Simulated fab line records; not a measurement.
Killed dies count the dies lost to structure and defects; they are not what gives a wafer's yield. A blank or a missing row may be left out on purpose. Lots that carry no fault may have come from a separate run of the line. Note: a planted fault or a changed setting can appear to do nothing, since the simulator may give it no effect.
Chamber matching | flow sky130 | 4 sister chambers for SKY_CONTACT_CMP_27 on cmp-02
The step polishes, stops on SiO2, t overpolish 15 s, target thk 0 nm. 4 wafers are shown with their chamber, then 7 later ones without.

EACH WAFER AND ITS CHAMBER
wafer  | chamber | motor_current_A (A)
L845.5 | 0       | 9.2
L848.6 | 1       | 10.8
L847.2 | 2       | 12.5
L847.5 | 3       | 11.2

WAFERS WITHOUT THEIR CHAMBER
wafer  | motor_current_A (A)
L847.6 | 9.6
L849.1 | 9.2
L849.2 | 12.5
L849.4 | 12.0
L864.1 | 12.8
L864.3 | 9.7
L864.5 | 12.8

CHAMBER TAKEN BY EACH
wafer  | from the rows above     | in truth
L847.6 | 0                       | 0
L849.1 | 0                       | 0
L849.2 | 2                       | 2
L849.4 | can't be placed: 2 or 3 | 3
L864.1 | 2                       | 2
L864.3 | can't be placed: 0 or 1 | 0
L864.5 | 2                       | 2
5 of 7 placed correctly. From these rows, 2 cannot be placed; in 2 the true chamber is one of the candidates. Wrongly placed: 0.
How it was worked out, from the rows above alone: a wafer's distance from a chamber is the root of the sum, over the readings, of the square of ((its reading less the chamber's mean) divided by the reading's scatter). The wafer belongs to the nearest chamber; if the next one is less than 2 further off, it can't be placed. A chamber's mean is the mean of its shown wafers. The scatter: root of mean squared gap, hidden wafer to nearest shown wafer, with one shown wafer a chamber.
